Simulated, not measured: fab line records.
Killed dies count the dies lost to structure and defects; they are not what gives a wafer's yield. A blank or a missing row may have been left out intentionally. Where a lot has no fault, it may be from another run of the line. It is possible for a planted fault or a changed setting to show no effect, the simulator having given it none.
fab line records | flow sky130
[record] lots = 7 wafers = 21 last-day = 49
route steps=708 shown SONOS_ONO@176 GATE_OXIDE@187 POLY_GATE@204 PAD_OPEN@708
lots untouched by any fault: they come from a run of this same line in which no faults occurred
start-h: hours from the record's first day to the start of the lot's first wafer shown | wait-h: time in hours since the lot's previous step | " the same as in the row above | L1.1+2: several wafers, shown together as one row | - no value, or no start was given | * or withheld: withheld | < > ~ a bound
route shown NAME@n: a module of which the file shows steps, and the number in the route of the first | usual: mean and standard deviation over wafers with no fault | same: alike in all rows | chamber/n: place in a boat | sites: readings site by site | _std_site: the standard deviation of these | _edge_site: mean of outer sites minus mean of inner sites | radius-mm: how far each site lies from the wafer's centre | mask NAME#n: copy n | behind: the most recent tool/chamber to have shaped the wafer | hold: reason for holding the lot/hours on hold/outcome of the hold | device: whichever transistor did not switch (one of n, p or np) | end of line: tests run on the same wafers once the route is complete | where a step has no rows: the recipe by itself | killed: not the wafer's yield, but the dies lost to structure and defects at the first sort | map: a wafer's dies, marking killed ones x, the rest . and places with no die _
set.NAME: setting as actually run; set.NAME@STEP: the setting as run at that earlier step | model.NAME: the simulator's own value behind a step, which no gauge read
lots at selected steps of the route; one table per step, one row per wafer
services: when a tool's chamber went out of use (start-h, in hours from the record's first day, below 0 if earlier), for how many hours, and the reason
[[steps]]
[step SKY_SONOS_ONO_COAT_08]
[recipe] resist = NOVOLAK spin-rpm = 3000 resist-thk-nm = 1140
[step SKY_SONOS_ONO_SOFTBAKE_09]
[recipe] temp-c = 90 time-s = 60 resist = NOVOLAK
[step SKY_SONOS_ONO_EXPOSE_10]
[recipe] mask-id = ONOM target-cd-nm = 410 na = 0.6 source-shape = conventional sigma-outer = 0.6 dose-mj = 150
[step SKY_SONOS_ONO_PEB_11]
[recipe] temp-c = withheld time-s = * resist = NOVOLAK
[step SKY_SONOS_ONO_DEVELOP_12]
[recipe] develop-time-s = 60 dev-temp-c = 23
[step SKY_SONOS_ONO_CD_MEAS_13]
[recipe] target-cd-nm = 410
[usual] cd-nm = 410.2/2
// columns lot.wafer tool chamber start-h wait-h cd-nm
L234.1 cd-sem-02 - 276.84 0.1 406.4
L234.5 " - " " 409.4
L234.6 " - " " 406.9
L239.1 cd-sem-02 - 315.82 0.1 410.0
L239.2 " - " " 408.0
L239.4 " - " " 410.3
L245.2 cd-sem-01 - 385.24 0.1 406.1
L245.5 " - " " 407.0
L245.6 " - " " 409.9
L244.3 cd-sem-01 - 386.87 0.1 410.7
L244.4 " - " " 409.6
L244.5 " - " " 410.6
L247.2 cd-sem-01 - 391.85 0.1 409.9
L247.3 " - " " 408.7
L247.4 " - " " 410.7
L248.3 cd-sem-02 - 401.28 0.1 410.1
L248.5 " - " " 409.5
L248.6 " - " " 409.8
L252.2 cd-sem-01 - 427.41 0.1 410.8
L252.3 " - " " 410.7
L252.6 " - " " 410.5
[step SKY_SONOS_ONO_OVL_MEAS_14]
[usual] SONOS_ONO_OVL = 0.0/1.2
// columns lot.wafer tool chamber start-h wait-h SONOS_ONO_OVL[nm]
L234.1 overlay-01 - 276.96 0.1 0.7
L234.5 " - " " 1.8
L234.6 " - " " 1.3
L239.1 overlay-01 - 315.94 0.1 -0.9
L239.2 " - " " -1.2
L239.4 " - " " -0.8
L245.2 overlay-02 - 385.34 0.1 0.6
L245.5 " - " " -1.1
L245.6 " - " " 1.1
L244.3 overlay-01 - 386.96 0.1 -1.5
L244.4 " - " " -1.7
L244.5 " - " " 0.0
L247.2 overlay-01 - 391.96 0.1 2.1
L247.3 " - " " 0.7
L247.4 " - " " 1.9
L248.3 overlay-01 - 401.37 0.1 -0.8
L248.5 " - " " -0.2
L248.6 " - " " 0.9
L252.2 overlay-01 - 427.52 0.1 0.0
L252.3 " - " " 0.6
L252.6 " - " " -0.4
[step SKY_SONOS_ONO_ETCH_15]
[recipe] target-depth-nm = 19.52 chemistry = CHF3/O2 source-w = 600 bias-w = 200 pressure-mtorr = 40 chf3-flow-sccm = 50 O2_flow_sccm = 5 time-s = 7.8
[usual] drypump-motor-current-A = 5.62/0.22 oes-product-au = 1.013/0.015 throttle-valve-pct = 8.827/0.0093
// columns lot.wafer tool chamber start-h wait-h drypump-motor-current-A oes-product-au rf-hours-counter-h throttle-valve-pct
L234.1 rie-diel-01 3 277.00 0.0 5.81 1.013 9 8.830
L234.5 " 3 " " 5.82 0.997 - 8.829
L234.6 " 0 " " 5.58 1.022 - 8.832
L239.1 rie-diel-04 1 315.97 0.0 5.67 1.022 57 8.817
L239.2 " 2 " " 5.46 1.025 1 8.831
L239.4 " 3 " " 5.62 1.024 17 8.828
L245.2 rie-diel-04 3 385.37 0.0 5.63 1.021 18 8.816
L245.5 " 0 " " 5.74 1.011 - 8.847
L245.6 " 3 " " 5.63 1.021 - 8.835
L244.3 rie-diel-04 0 386.99 0.0 5.72 1.013 11 8.828
L244.4 " 3 " " 5.63 1.020 18 8.828
L244.5 " 2 " " 5.46 1.028 - 8.828
L247.2 rie-diel-04 3 391.99 0.0 5.63 1.008 18 8.826
L247.3 " 2 " " 5.45 1.033 3 8.832
L247.4 " 1 " " 5.66 1.024 - 8.834
L248.3 rie-diel-03 1 401.40 0.0 5.87 1.007 8 8.833
L248.5 " 0 " " 5.04 1.006 - 8.815
L248.6 " 1 " " 5.83 1.024 - 8.824
L252.2 rie-diel-01 3 427.55 0.0 5.83 1.009 11 8.840
L252.3 " 1 " " 5.73 0.986 8 8.824
L252.6 " 1 " " 5.73 0.992 - 8.816
[step SKY_SONOS_ONO_WET_ETCH_16]
[recipe] chemistry = dHF target-depth-nm = 14 dry = n2-spin target = SiO2 dilution = 100:1 temp-c = 25 time-s = 280
[step SKY_SONOS_ONO_STRIP_17]
[recipe] chemistry = O2/N2 power-w = 1400 pressure-mtorr = 1500 platen-temp-c = withheld o2-flow-sccm = 3000 n2-flow-sccm = 300 overash-fraction = 0.5
[usual] drypump-motor-current-A = 5.59/0.26 n2-flow-sccm = 299.9/0.9 oes-product-au = 0.710/0.0049 strip-time-to-endpoint-s = 14.12/0.047
// columns lot.wafer tool chamber start-h wait-h drypump-motor-current-A n2-flow-sccm oes-product-au rf-hours-counter-h strip-time-to-endpoint-s
L234.1 plasma-asher-01 1 277.10 0.0 5.44 299.9 0.706 15 14.13
L234.5 " 0 " " 6.02 299.3 0.713 - 14.14
L234.6 " 1 " " 5.45 300.9 0.723 - 14.10
L239.1 plasma-asher-03 1 316.09 0.0 5.13 300.7 0.712 61 14.12
L239.2 " 0 " " 5.64 300.0 0.717 61 14.11
L239.4 " 1 " " 5.14 299.4 0.713 - 14.14
L245.2 plasma-asher-01 0 385.48 0.0 6.01 300.3 0.721 25 14.13
L245.5 " 1 " " 5.44 298.3 0.710 - 14.09
L245.6 " 0 " " 6.01 300.6 0.710 - 14.11
L244.3 plasma-asher-01 0 387.13 0.0 6.00 299.7 0.705 - 14.19
L244.4 " 1 " " 5.40 301.0 0.717 - 14.17
L244.5 " 0 " " 5.99 300.5 0.712 - 14.17
L247.2 plasma-asher-02 1 392.09 0.0 5.46 299.1 0.710 61 14.11
L247.3 " 0 " " 5.71 299.7 0.705 - 14.11
L247.4 " 1 " " 5.47 300.1 0.713 - 14.13
L248.3 plasma-asher-02 1 401.54 0.0 5.46 298.9 0.712 - 14.11
L248.5 " 0 " " 5.74 300.8 0.710 - 14.11
L248.6 " 1 " " 5.47 300.4 0.710 - 14.10
L252.2 plasma-asher-02 1 427.65 0.0 5.47 299.5 0.704 64 14.12
L252.3 " 1 " " 5.47 299.1 0.707 - 14.11
L252.6 " 0 " " 5.72 299.6 0.702 - 14.14
[step SKY_SONOS_ONO_WET_ETCH_18]
[recipe] chemistry = H3PO4 target-depth-nm = 15 target = Si3N4 temp-c = 160 time-s = 172
[step SKY_GATE_OXIDE_CLEAN_00]
[recipe] chemistry = SC1/SC2 mix = 1:4:20 temp-c = 70 time-s = 150 dry = n2-spin
[step SKY_GATE_OXIDE_OXIDATION_01]
[recipe] temp-c = 900 ambient = O2 stabilise-s = 600 purge-s = 300 target-thk-a = 102.68 ox-time-s = 1473
[same] stabilise-s = 600
// columns lot.wafer tool chamber start-h wait-h model.SiO2_of_GATE_OXIDE_OXIDATION_01.thk-nm
L234.1 furnace-01 0 278.49 1.2 10.31
L234.5 " 0 " " 10.45
L234.6 " 0 " " 10.58
L239.1+4 furnace-02 0 319.42 3.1 10.24
L239.2 " 0 " " 10.52
L244.3 furnace-02 0 388.54 1.2 9.441
L244.4 " 0 " " 9.408
L244.5 " 0 " " 9.409
L245.2 furnace-02 0 388.54 2.9 9.444
L245.5 " 0 " " 9.281
L245.6 " 0 " " 9.362
L247.2 furnace-01 0 392.74 0.4 10.19
L247.3 " 0 " " 10.38
L247.4 " 0 " " 10.48
L248.3 furnace-02 0 402.37 0.7 9.334
L248.5 " 0 " " 9.379
L248.6 " 0 " " 9.33
L252.2 furnace-01 0 428.96 1.1 10.09
L252.3 " 0 " " 10.15
L252.6 " 0 " " 10.34
[step SKY_GATE_OXIDE_THK_MEAS_02]
[recipe] reads = SiO2_of_GATE_OXIDE_OXIDATION_01
[usual] GATE_OXIDE_OXIDATION_00_THK = 10.27/0.2
// columns lot.wafer tool chamber start-h wait-h hold GATE_OXIDE_OXIDATION_00_THK[nm]
L234.1 film-metro-01 - 279.90 0.0 - 10.27
L234.5 " - " " - 10.49
L234.6 " - " " - 10.58
L239.1 film-metro-04 - 320.83 0.0 - 10.22
L239.2 " - " " - 10.56
L239.4 " - " " - 10.24
L245.2 film-metro-04 - 389.96 0.0 await-dispo/0.2h/release 9.43
L245.5 " - " " await-dispo/0.2h/release 9.32
L245.6 " - " " await-dispo/0.2h/release 9.34
L245.2 film-metro-04 - 390.18 0.2 - 9.46
L245.5 " - " " - 9.26
L245.6 " - " " - 9.34
L244.3 film-metro-01 - 389.97 0.0 await-dispo/0.2h/release 9.46
L244.4 " - " " await-dispo/0.2h/release 9.43
L244.5 " - " " await-dispo/0.2h/release 9.33
L244.3 film-metro-01 - 390.19 0.2 - 9.43
L244.4 " - " " - 9.38
L244.5 " - " " - 9.38
L247.2 film-metro-01 - 394.16 0.0 - 10.19
L247.3 " - " " - 10.37
L247.4 " - " " - 10.44
L248.3 film-metro-04 - 403.80 0.0 await-dispo/0.2h/release 9.31
L248.5 " - " " await-dispo/0.2h/release 9.33
L248.6 " - " " await-dispo/0.2h/release 9.34
L248.3 film-metro-04 - 404.03 0.2 - 9.36
L248.5 " - " " - 9.39
L248.6 " - " " - 9.35
L252.2 film-metro-04 - 430.38 0.0 - 10.11
L252.3 " - " " - 10.15
L252.6 " - " " - 10.35
[step SKY_GATE_OXIDE_HMDS_04]
[recipe] prime-time-s = 60 prime-temp-c = 120
[step SKY_GATE_OXIDE_COAT_05]
[recipe] resist = NOVOLAK spin-rpm = 3000 resist-thk-nm = 1140
[step SKY_GATE_OXIDE_SOFTBAKE_06]
[recipe] temp-c = 90 time-s = 60 resist = NOVOLAK
[step SKY_GATE_OXIDE_EXPOSE_07]
[recipe] mask-id = LVOM na = 0.6 source-shape = conventional sigma-outer = 0.6 polarization = unpolarized target-cd-nm = 600 dose-mj = 170
[step SKY_GATE_OXIDE_PEB_08]
[recipe] temp-c = withheld time-s = * resist = NOVOLAK
[step SKY_GATE_OXIDE_DEVELOP_09]
[recipe] resist = NOVOLAK developer = TMAH develop-time-s = 60 dev-temp-c = 23
[step SKY_GATE_OXIDE_OVL_MEAS_10]
[usual] GATE_OXIDE_OVL = 0.1/1.5
// columns lot.wafer tool chamber start-h wait-h GATE_OXIDE_OVL[nm]
L234.1 overlay-02 - 304.64 0.1 2.0
L234.5 " - " " 3.7
L234.6 " - " " 1.0
L239.1 overlay-02 - 347.27 0.1 -0.4
L239.2 " - " " 0.4
L239.4 " - " " -0.1
L244.3 overlay-01 - 419.98 0.1 1.5
L244.4 " - " " 2.8
L244.5 " - " " 0.3
L245.2 overlay-01 - 420.20 0.1 -2.2
L245.5 " - " " -0.4
L245.6 " - " " -0.5
L247.2 overlay-02 - 423.75 0.1 -0.7
L247.3 " - " " -1.0
L247.4 " - " " 0.3
L248.3 overlay-01 - 434.00 0.1 -1.4
L248.5 " - " " -0.4
L248.6 " - " " 0.9
L252.2 overlay-01 - 460.80 0.1 -0.6
L252.3 " - " " 1.0
L252.6 " - " " 1.1
[step SKY_GATE_OXIDE_IMPLANT_11]
[recipe] species = B energy-kev = 10 dose-cm2 = 2.653e+12 tilt-deg = withheld
[step SKY_GATE_OXIDE_WET_ETCH_12]
[recipe] chemistry = dHF target-depth-nm = 16.8 dry = n2-spin target = SiO2 dilution = 100:1 temp-c = 25 time-s = 336
[step SKY_GATE_OXIDE_STRIP_13]
[recipe] chemistry = O2/N2 power-w = 1400 pressure-mtorr = 1500 platen-temp-c = withheld o2-flow-sccm = 3000 n2-flow-sccm = 300 overash-fraction = 0.5
[usual] drypump-motor-current-A = 5.7/0.33 n2-flow-sccm = 299.9/0.89 oes-product-au = 0.716/0.0044 strip-time-to-endpoint-s = 14.20/0.035
// columns lot.wafer tool chamber start-h wait-h drypump-motor-current-A n2-flow-sccm oes-product-au rf-hours-counter-h strip-time-to-endpoint-s
L234.1 plasma-asher-04 1 304.94 0.0 5.8 301.6 0.723 61 14.25
L234.5 " 1 " " 5.8 301.0 0.718 - 14.22
L234.6 " 0 " " 6.2 299.6 0.713 - 14.26
L239.1 plasma-asher-01 0 347.55 0.0 6.0 300.0 0.716 22 14.30
L239.2 " 1 " " 5.4 301.1 0.717 22 14.21
L239.4 " 0 " " 6.0 298.8 0.721 - 14.23
L244.3 plasma-asher-04 1 420.39 0.0 5.8 298.8 0.716 - 14.15
L244.4 " 0 " " 6.2 299.5 0.721 - 14.21
L244.5 " 0 " " 6.2 299.4 0.724 - 14.18
L245.2 plasma-asher-01 1 420.49 0.0 5.4 300.1 0.723 29 14.19
L245.5 " 1 " " 5.4 299.8 0.716 - 14.18
L245.6 " 0 " " 6.0 300.2 0.718 - 14.16
L247.2 plasma-asher-04 0 424.13 0.0 6.2 298.4 0.719 73 14.17
L247.3 " 1 " " 5.8 300.0 0.724 - 14.17
L247.4 " 0 " " 6.2 299.7 0.714 - 14.16
L248.3 plasma-asher-01 0 434.32 0.0 6.0 298.9 0.711 - 14.17
L248.5 " 1 " " 5.5 298.9 0.724 - 14.21
L248.6 " 0 " " 6.0 299.7 0.720 - 14.16
L252.2 plasma-asher-04 1 461.09 0.0 5.8 299.3 0.722 77 14.25
L252.3 " 0 " " 6.2 299.5 0.715 - 14.24
L252.6 " 0 " " 6.2 299.5 0.716 - 14.27
[step SKY_GATE_OXIDE_TW_MEAS_14]
[usual] GATE_OXIDE_TW = 225.5/1.6
// columns lot.wafer tool chamber start-h wait-h hold GATE_OXIDE_TW
L234.1 film-metro-04 - 305.04 0.1 - 226.0
L234.5 " - " " - 225.7
L234.6 " - " " - 225.0
L239.1 film-metro-02 - 347.65 0.1 - 222.6
L239.2 " - " " - 222.2
L239.4 " - " " - 222.5
L244.3 film-metro-02 - 420.48 0.1 await-dispo/0.2h/release 225.2
L244.4 " - " " await-dispo/0.2h/release 225.7
L244.5 " - " " await-dispo/0.2h/release 225.6
L244.3 film-metro-02 - 420.70 0.2 - 227.1
L244.4 " - " " - 224.9
L244.5 " - " " - 226.4
L245.2 film-metro-01 - 420.60 0.1 await-dispo/0.2h/release 225.6
L245.5 " - " " await-dispo/0.2h/release 228.0
L245.6 " - " " await-dispo/0.2h/release 225.9
L245.2 film-metro-01 - 420.82 0.2 - 226.7
L245.5 " - " " - 226.4
L245.6 " - " " - 226.5
L247.2 film-metro-02 - 424.24 0.1 - 224.3
L247.3 " - " " - 226.5
L247.4 " - " " - 227.0
L248.3 film-metro-04 - 434.41 0.1 await-dispo/0.2h/release 225.1
L248.5 " - " " await-dispo/0.2h/release 225.5
L248.6 " - " " await-dispo/0.2h/release 226.5
L248.3 film-metro-04 - 434.63 0.2 - 226.1
L248.5 " - " " - 226.5
L248.6 " - " " - 226.1
L252.2 film-metro-01 - 461.20 0.1 - 226.6
L252.3 " - " " - 226.7
L252.6 " - " " - 228.4
[step SKY_GATE_OXIDE_OXIDATION_16]
[recipe] temp-c = 800 ambient = O2 idle-temp-c = 700 ramp-up-c-per-min = 10 ramp-down-c-per-min = 3 stabilise-s = 600 purge-s = 300 target-thk-a = 35.7 ox-time-s = 1915
[same] stabilise-s = 600
// columns lot.wafer tool chamber start-h wait-h model.SiO2_of_GATE_OXIDE_OXIDATION_01.thk-nm
L234.1 furnace-02 0 306.47 1.3 11.68
L234.5 " 0 " " 11.81
L234.6 " 0 " " 11.91
L239.1 furnace-01 0 348.03 0.3 11.59
L239.2 " 0 " " 11.85
L239.4 " 0 " " 11.61
L245.2 furnace-01 0 422.53 0.0 10.83
L245.5 " 0 " " 10.64
L245.6 " 0 " " 10.77
L244.3 furnace-01 0 423.16 0.5 10.81
L244.4 " 0 " " 10.78
L244.5 " 0 " " 10.82
L247.2 furnace-01 0 425.91 1.6 11.51
L247.3 " 0 " " 11.67
L247.4 " 0 " " 11.78
L248.3 furnace-02 0 439.38 0.1 10.8
L248.5 " 0 " " 10.9
L248.6 " 0 " " 10.86
L252.2 furnace-02 0 461.33 0.0 11.44
L252.3 " 0 " " 11.52
L252.6 " 0 " " 11.68
[step SKY_POLY_GATE_CVD_00]
[recipe] material = poly-Si target-thk-nm = 180 temp-c = 620 time-s = 720 pressure-mtorr = 200
[step SKY_PAD_OPEN_PROBE_99]
// columns lot.wafer tool chamber start-h wait-h model.etest.nfet_16v.r-on-ohm-um model.etest.pfet-g5v0d10v5.r-on-ohm-um model.etest.tip-sonos.rs-ohm-sq model.etest.nfet-g5v0d10v5.r-on-ohm-um model.etest.nfet-g5v0d10v5.drive-ua-um model.etest.nfet_05v0_nvt.drive-ua-um model.etest.pfet-g5v0d10v5.drive-ua-um model.etest.nfet_16v.drive-ua-um
L234.1 prober-01 - 1069.79 0.1 1.422e+04 4800 2670 1915 603 571.5 341.7 220.2
L234.5 prober-01 - 1069.99 0.2 1.415e+04 4809 2788 1917 599.6 567.7 335.6 218.8
L234.6 prober-01 - 1070.04 0.2 1.435e+04 4845 2765 1940 590 559.8 335.9 216.5
L239.1 prober-02 - 1102.95 0.1 1.465e+04 4741 2596 1900 609.2 571.9 349.3 218.5
L239.2 prober-02 - 1103.00 0.1 1.488e+04 4750 2682 1918 592.3 562.1 345.6 212.4
L239.4 prober-02 - 1103.10 0.2 1.465e+04 4749 2667 1910 603.2 575.1 345.2 219.7
L244.3 prober-01 - 1150.71 0.2 1.341e+04 4662 2594 1831 646.4 603.5 352.9 240.7
L244.4 prober-01 - 1150.76 0.2 1.32e+04 4673 2534 1817 650.7 605.3 352.8 241.4
L244.5 prober-01 - 1150.81 0.2 1.355e+04 4745 2545 1849 642.6 604.6 348.4 238.3
L245.2 prober-02 - 1152.62 0.1 1.359e+04 4695 2552 1830 643.8 609.4 355.8 238.5
L245.5 prober-02 - 1152.77 0.2 1.343e+04 4531 2471 1804 655.3 624.1 365.6 246.8
L245.6 prober-02 - 1152.82 0.2 1.359e+04 4603 2512 1815 650.1 614.3 359.1 243.2
L247.2 prober-01 - 1152.94 0.1 1.395e+04 4742 2549 1862 616.1 579.4 343.1 224.5
L247.3 prober-01 - 1152.99 0.2 1.42e+04 4838 2624 1895 600.8 570.5 338.2 220.6
L247.4 prober-01 - 1153.04 0.2 1.406e+04 4829 2698 1908 597.5 573.2 334 219.8
L248.3 prober-01 - 1158.59 0.2 1.357e+04 4537 2435 1790 649.5 615.2 365.8 241.8
L248.5 prober-01 - 1158.69 0.2 1.356e+04 4562 2469 1808 640.9 608.4 358.4 240.2
L248.6 prober-01 - 1158.74 0.2 1.351e+04 4568 2411 1797 643.5 605.8 360.5 238.7
L252.2 prober-02 - 1176.00 0.1 1.39e+04 4636 2545 1836 616.7 584.6 350.8 228.3
L252.3 prober-02 - 1176.05 0.2 1.374e+04 4648 2576 1848 614 585.7 345.5 226.8
L252.6 prober-02 - 1176.20 0.2 1.398e+04 4708 2672 1878 605.2 574.7 339.1 222.8
// killed by level:class
L234.1 VIA1:geometric-particle:open=14 CONTACT:geometric-particle:open=9 LI_CONTACT:geometric-particle:open=7 VIA1:geometric-particle:short=7 VIA2:geometric-particle:open=7 VIA3:geometric-particle:open=6 FIELD_ISO:geometric-particle:short=5 POLY_GATE:geometric-particle:short=5
L234.5 VIA1:geometric-particle:open=13 LI_CONTACT:geometric-particle:open=7 CONTACT:geometric-particle:open=7 VIA3:geometric-particle:open=7 POLY_GATE:geometric-particle:short=6 VIA2:geometric-particle:open=6 METAL2:geometric-particle:short=5 CONTACT:geometric-particle:short=4
L234.6 VIA1:geometric-particle:open=12 CONTACT:geometric-particle:open=10 METAL1:geometric-particle:short=7 VIA3:geometric-particle:open=6 FIELD_ISO:geometric-particle:short=4 LI_CONTACT:geometric-particle:short=4 LI_CONTACT:geometric-particle:open=4 VIA1:geometric-particle:short=4
L239.1 CONTACT:geometric-particle:open=16 VIA2:geometric-particle:short=8 VIA1:geometric-particle:open=7 VIA2:geometric-particle:open=7 FIELD_ISO:geometric-particle:open=6 LI_CONTACT:geometric-particle:open=6 METAL1:geometric-particle:short=5 CONTACT:geometric-particle:short=5
L239.2 VIA1:geometric-particle:open=12 LI_CONTACT:geometric-particle:open=11 METAL2:geometric-particle:short=7 VIA2:geometric-particle:open=7 VIA1:geometric-particle:short=6 VIA3:geometric-particle:open=6 FIELD_ISO:geometric-particle:short=5 FIELD_ISO:geometric-particle:open=5
L239.4 VIA1:geometric-particle:open=8 VIA2:geometric-particle:open=8 METAL2:geometric-particle:short=7 VIA3:geometric-particle:open=6 FIELD_ISO:geometric-particle:open=5 LOCAL_INTERCONNECT:geometric-particle:short=5 CONTACT:geometric-particle:open=5 CONTACT:geometric-particle:short=5
L244.3 VIA1:geometric-particle:open=11 CONTACT:geometric-particle:open=7 LOCAL_INTERCONNECT:geometric-particle:short=6 VIA2:geometric-particle:open=5 FIELD_ISO:geometric-particle:short=4 POLY_GATE:geometric-particle:open=4 LI_CONTACT:geometric-particle:open=4 VIA1:geometric-particle:short=4
L244.4 VIA1:geometric-particle:open=16 CONTACT:geometric-particle:open=10 VIA2:geometric-particle:open=9 VIA3:geometric-particle:open=7 VIA2:geometric-particle:short=6 LI_CONTACT:geometric-particle:open=5 LI_CONTACT:geometric-particle:short=4 VIA1:geometric-particle:short=4
L244.5 VIA1:geometric-particle:open=19 CONTACT:geometric-particle:open=8 VIA3:geometric-particle:open=7 LI_CONTACT:geometric-particle:open=7 VIA1:geometric-particle:short=7 FIELD_ISO:geometric-particle:open=6 METAL2:geometric-particle:short=6 POLY_GATE:geometric-particle:open=4
L247.2 VIA1:geometric-particle:open=16 CONTACT:geometric-particle:short=7 VIA2:geometric-particle:open=7 LOCAL_INTERCONNECT:geometric-particle:short=6 CONTACT:geometric-particle:open=5 METAL1:geometric-particle:short=5 LI_CONTACT:geometric-particle:open=4 VIA1:geometric-particle:short=4
L247.3 VIA1:geometric-particle:open=10 LI_CONTACT:geometric-particle:open=8 CONTACT:geometric-particle:open=8 VIA3:geometric-particle:open=8 VIA2:geometric-particle:open=7 FIELD_ISO:geometric-particle:short=4 VIA1:geometric-particle:short=4 VIA2:geometric-particle:short=4
L247.4 VIA1:geometric-particle:open=9 VIA2:geometric-particle:open=6 CONTACT:geometric-particle:open=5 VIA3:geometric-particle:open=5 POLY_GATE:geometric-particle:short=4 METAL1:geometric-particle:short=4 VIA1:geometric-particle:short=4 LI_CONTACT:geometric-particle:open=3
L248.3 CONTACT:geometric-particle:open=13 METAL1:geometric-particle:short=9 VIA2:geometric-particle:open=7 LOCAL_INTERCONNECT:geometric-particle:short=6 VIA1:geometric-particle:open=6 VIA3:geometric-particle:open=5 LI_CONTACT:geometric-particle:open=3 CONTACT:geometric-particle:short=3
L248.5 CONTACT:geometric-particle:open=10 VIA1:geometric-particle:open=8 CONTACT:geometric-particle:short=7 METAL2:geometric-particle:short=6 VIA3:geometric-particle:open=6 VIA2:geometric-particle:open=5 FIELD_ISO:geometric-particle:open=4 LI_CONTACT:geometric-particle:open=4
L248.6 VIA1:geometric-particle:open=13 CONTACT:geometric-particle:open=10 VIA3:geometric-particle:open=8 LI_CONTACT:geometric-particle:open=7 VIA2:geometric-particle:open=6 METAL1:geometric-particle:short=5 VIA1:geometric-particle:short=5 FIELD_ISO:geometric-particle:open=4
L252.2 CONTACT:geometric-particle:open=11 VIA1:geometric-particle:open=11 VIA3:geometric-particle:open=8 METAL2:geometric-particle:short=5 CONTACT:geometric-particle:short=5 LI_CONTACT:geometric-particle:short=4 LI_CONTACT:geometric-particle:open=4 LOCAL_INTERCONNECT:geometric-particle:short=4
L252.3 VIA1:geometric-particle:open=10 LI_CONTACT:geometric-particle:open=7 VIA1:geometric-particle:short=7 FIELD_ISO:geometric-particle:open=5 FIELD_ISO:geometric-particle:short=5 LOCAL_INTERCONNECT:geometric-particle:short=4 LI_CONTACT:geometric-particle:short=3 CONTACT:geometric-particle:open=3
L252.6 VIA1:geometric-particle:open=9 CONTACT:geometric-particle:open=8 POLY_GATE:geometric-particle:short=6 FIELD_ISO:geometric-particle:short=5 LI_CONTACT:geometric-particle:open=5 METAL1:geometric-particle:short=5 VIA1:geometric-particle:short=5 VIA2:geometric-particle:open=5
[[services]]
// columns tool chamber start-h hours kind
furnace-02 - 255.92 3.3 pm
plasma-asher-04 - 264.37 1.5 repair
rie-diel-03 3 265.95 17.9 repair
plasma-asher-02 - 270.84 2.8 pm
rie-diel-04 3 278.51 2.3 repair
furnace-01 - 279.93 1.8 repair
rie-diel-03 1 290.62 3.8 repair
furnace-01 - 307.60 4.0 pm
rie-diel-03 1 314.45 4.1 repair
rie-diel-03 - 321.68 0.5 repair
rie-diel-01 - 327.74 14.6 pm
rie-diel-03 3 334.44 3.3 repair
rie-diel-03 1 338.42 11.7 repair
rie-diel-01 3 363.11 5.1 repair
plasma-asher-01 - 366.33 2.8 pm
rie-diel-04 - 380.82 1.0 repair
rie-diel-03 - 382.14 14.6 pm
furnace-01 - 384.64 5.1 pm
rie-diel-04 0 390.06 60.3 repair
rie-diel-01 2 391.48 5.1 repair
plasma-asher-04 - 416.08 0.7 repair
furnace-02 - 424.77 2.9 pm
rie-diel-01 3 433.07 13.5 repair
plasma-asher-01 - 449.20 7.6 pm
[[key]]
[first-sign] step = SKY_GATE_OXIDE_THK_MEAS_02 reading = visit direction = added
[effect] step = SKY_GATE_OXIDE_THK_MEAS_02 reading = GATE_OXIDE_OXIDATION_00_THK direction = down sigmas = 4.6 usual = 10.27 struck = 9.36
[effect] step = SKY_GATE_OXIDE_TW_MEAS_14 reading = visit direction = added
[model-effect] step = SKY_GATE_OXIDE_OXIDATION_01 value = SiO2_of_GATE_OXIDE_OXIDATION_01.thk-nm without = 10.26 struck = 9.376
[model-effect] step = SKY_GATE_OXIDE_OXIDATION_16 value = SiO2_of_GATE_OXIDE_OXIDATION_01.thk-nm without = 11.62 struck = 10.8
[model-effect] step = SKY_PAD_OPEN_PROBE_99 value = etest.nfet_16v.r-on-ohm-um without = 1.393e+04 struck = 1.349e+04
met-at SKY_GATE_OXIDE_OXIDATION_01
struck-wafers L244.3,L244.4,L244.5,L245.2,L245.5,L245.6,L248.3,L248.5,L248.6
sort-left-out L245.2,L245.5,L245.6
tester-left-out L244,L245,L248
onset-between 319.42 388.54
[fault] kind = process-parameter-drift tool = furnace-02 chamber = - onset-h = 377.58 steps = SKY_GATE_OXIDE_OXIDATION_01 channel = ox-time-s offset = * shape = step end-h = 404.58 acts-in = * stated = *
// tester-left-out: of these lots the tester's yield and bins aren't shown, on N5 and GAA mostly nor the transistor test; their killed dies are dies lost to structure and defects alone, not to doping, threshold or leakage, so they don't give the yield
// sort-left-out: the simulated sort isn't trusted on such a fault, so these wafers' sort isn't shown, and their yield isn't known
